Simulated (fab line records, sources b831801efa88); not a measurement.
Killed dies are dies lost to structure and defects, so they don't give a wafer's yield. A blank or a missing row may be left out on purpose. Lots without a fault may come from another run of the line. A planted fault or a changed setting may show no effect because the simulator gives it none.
Which tool did it? | flow sky130 | 14 lots, 41 wafers sampled, at 4 steps of a route of 708

WHAT THE GAUGES READ, wafer by wafer
SKY_LDD_LDN_OVL_MEAS_07. Usual: LDD_LDN_OVL -1.0 nm, standard deviation 1.3.
lot  | measured     | on         | LDD_LDN_OVL (nm) | flag
L661 | day 23 19:16 | overlay-01 | -1.0 0.7 -0.2    |
L663 | day 24 10:58 | overlay-02 | 0.2 -0.5 1.7     |
L664 | day 24 20:34 | overlay-02 | -0.2 -0.8 -0.8   |
L666 | day 25 13:36 | overlay-02 | -2.1 -0.8 -1.8   |
L667 | day 26 02:25 | overlay-02 | -0.5 -0.9 -1.6   |
L669 | day 26 18:10 | overlay-02 | -0.8 -1.2 -1.2   |
L670 | day 26 18:53 | overlay-02 | -3.8 -3.1 -3.1   |
L671 | day 27 07:52 | overlay-02 | -0.7 -2.1 -1.7   |
L678 | day 30 11:51 | overlay-01 | -2.1 -2.4 -1.2   |
L676 | day 30 13:24 | overlay-01 | 0.3 -0.2 -1.9    |
L680 | day 30 13:42 | overlay-02 | -3.6 -1.5 -2.8   |
L677 | day 30 14:41 | overlay-02 | -3.8 -0.9        |
L681 | day 30 14:57 | overlay-02 | -1.1 -2.5 -1.8   |
L682 | day 31 01:34 | overlay-01 | -0.2 1.1 0.5     |

SKY_METAL1_CD_MEAS_15: target cd 140 nm. Usual: cd_nm 139.2 nm, standard deviation 1.5.
lot  | measured     | on        | cd_nm (nm)        | flag
L661 | day 33 17:05 | cd_sem-02 | 140.1 137.3 138.0 |
L663 | day 34 03:49 | cd_sem-02 | 139.2 137.5 140.4 |
L664 | day 34 13:37 | cd_sem-01 | 139.0 140.2 139.6 |
L666 | day 35 05:31 | cd_sem-01 | 136.5 137.0 137.7 |
L667 | day 35 16:25 | cd_sem-01 | 139.1 141.3 139.5 |
L669 | day 36 05:39 | cd_sem-02 | 139.5 139.3 141.1 |
L670 | day 36 07:10 | cd_sem-02 | 136.1 136.5 136.1 |
L671 | day 36 18:29 | cd_sem-01 | 139.7 139.7 137.5 |
L678 | day 39 11:58 | cd_sem-02 | 140.9 140.8 141.5 |
L676 | day 39 15:51 | cd_sem-02 | 140.3 140.1 139.3 |
L680 | day 39 17:11 | cd_sem-01 | 140.2 140.4 140.1 |
L677 | day 39 18:04 | cd_sem-02 | 139.0 137.7       |
L681 | day 39 18:46 | cd_sem-01 | 139.5 139.2 139.4 |
L682 | day 40 01:03 | cd_sem-01 | 135.8 136.6 136.1 |

SKY_VIA1_THK_MEAS_01. Usual: VIA1_HDPCVD_THK 1031 nm, standard deviation 16.
lot  | measured     | on            | VIA1_HDPCVD_THK (nm) | flag
L661 | day 33 18:11 | film_metro-02 | 1012 1020 1035       |
L663 | day 34 04:54 | film_metro-04 | 1044 1040 1047       |
L664 | day 34 14:43 | film_metro-04 | 1013 1058 1045       |
L666 | day 35 06:46 | film_metro-02 | 1048 1035 1023       |
L667 | day 35 17:28 | film_metro-02 | 1029 1018 1031       |
L669 | day 36 06:41 | film_metro-04 | 1040 1045 1019       |
L670 | day 36 08:14 | film_metro-03 | 1040 1017 1016       |
L671 | day 36 19:32 | film_metro-03 | 1034 1036 1032       |
L678 | day 39 13:01 | film_metro-04 | 1002 1014 1008       |
L676 | day 39 16:54 | film_metro-04 | 1063 1055 1026       |
L680 | day 39 18:15 | film_metro-02 | 1005 1001 1001       |
L677 | day 39 19:08 | film_metro-03 | 1061 1045            |
L681 | day 39 19:52 | film_metro-04 | 1042 1041 1036       |
L682 | day 40 02:05 | film_metro-03 | 1045 1057 1039       |

WHICH TOOL RAN EACH LOT (tool, then ch and the chambers of the sampled wafers, then the start)
lot  | SKY_CONTACT_CMP_04
L661 | cmp-01 ch 0,1,2, day 31 10:09
L663 | cmp-02 ch 0,1,3, day 31 19:26
L664 | cmp-02 ch 0,1, day 32 06:24
L666 | cmp-02 ch 1,2, day 32 22:35
L667 | cmp-01 ch 0,3, day 33 09:52
L669 | cmp-02 ch 0,2,3, day 33 23:35
L670 | cmp-02 ch 0,1,2, day 34 01:02
L671 | cmp-02 ch 0,1,2, day 34 13:55
L678 | cmp-01 ch 0,1,3, day 37 08:43
L676 | cmp-02 ch 0,1,2, day 37 11:08
L680 | cmp-01 ch 1,2,3, day 37 12:47
L677 | cmp-02 ch 2, day 37 13:31
L681 | cmp-02 ch 1,2,3, day 37 14:13
L682 | cmp-02 ch 1,2,3, day 37 20:16
- SKY_CONTACT_CMP_04: polishes SiO2.

WHAT THE TOOLS THEMSELVES READ (means of the sampled wafers that have a number; where no wafer has one, the mark that the record gives instead)
SKY_CONTACT_CMP_04. Usual: head_pressure_psi 4.002 psi, standard deviation 0.0089; motor_current_A 12.3 A, standard deviation 1.1; slurry_filter_dp_kPa 13.50 kPa, standard deviation 0.15; slurry_flow_ml_min 150.0, standard deviation 0.45; time_to_endpoint_s 84 s, standard deviation 4.3.
lot  | tool   | head_pressure_psi (psi) | motor_current_A (A) | slurry_filter_dp_kPa (kPa) | slurry_flow_ml_min | time_to_endpoint_s (s) | flag
L661 | cmp-01 | 4.007                   | 12.8                | 13.50                      | 149.6              | 83                     |
L663 | cmp-02 | 4.002                   | 12.3                | 13.34                      | 149.8              | 87                     |
L664 | cmp-02 | 3.994                   | 12.8                | 13.60                      | 150.1              | 84                     |
L666 | cmp-02 | 4.001                   | 11.6                | 13.56                      | 150.3              | 86                     |
L667 | cmp-01 | 4.005                   | 13.7                | 13.46                      | 150.1              | 89                     |
L669 | cmp-02 | 3.748                   | 11.6                | 13.44                      | 149.9              | 90                     | OFF
L670 | cmp-02 | 3.748                   | 11.5                | 13.50                      | 150.1              | 89                     | OFF
L671 | cmp-02 | 3.753                   | 11.3                | 13.48                      | 150.3              | 90                     | OFF
L678 | cmp-01 | 4.004                   | 13.5                | 13.37                      | 149.7              | 84                     |
L676 | cmp-02 | 4.005                   | 12.2                | 13.50                      | 149.9              | 80                     |
L680 | cmp-01 | 3.996                   | 12.2                | 13.40                      | 150.0              | 83                     |
L677 | cmp-02 | 3.994                   | 11.4                | 13.46                      | 150.1              | 88                     |
L681 | cmp-02 | 4.002                   | 11.6                | 13.46                      | 149.4              | 82                     |
L682 | cmp-02 | 4.006                   | 11.7                | 13.54                      | 150.4              | 81                     |

THE ANSWER, worked out from the rows above alone
Rule: a lot is off if the mean of its wafers that have a number lies more than 3 standard deviations from the usual mean. A lot without any number at a reading at which 4 lots or more have one is off too. The other lots that the step has rows for count as sound. The gauges are gone through in route order, then the tools' own readings, and for those a lot's mean is taken as printed above. The first step at which some lot is off is used, and at that step the reading that is off furthest; a lot without a number counts as furthest.
Off: L669, L670, L671, at SKY_CONTACT_CMP_04 (head_pressure_psi).
A tool fits if, at that step or a process step before it, it ran every lot that is off, and no sound lot after the first of them. None of those tried fits.

WHAT THE SIMULATOR HAD PUT IN
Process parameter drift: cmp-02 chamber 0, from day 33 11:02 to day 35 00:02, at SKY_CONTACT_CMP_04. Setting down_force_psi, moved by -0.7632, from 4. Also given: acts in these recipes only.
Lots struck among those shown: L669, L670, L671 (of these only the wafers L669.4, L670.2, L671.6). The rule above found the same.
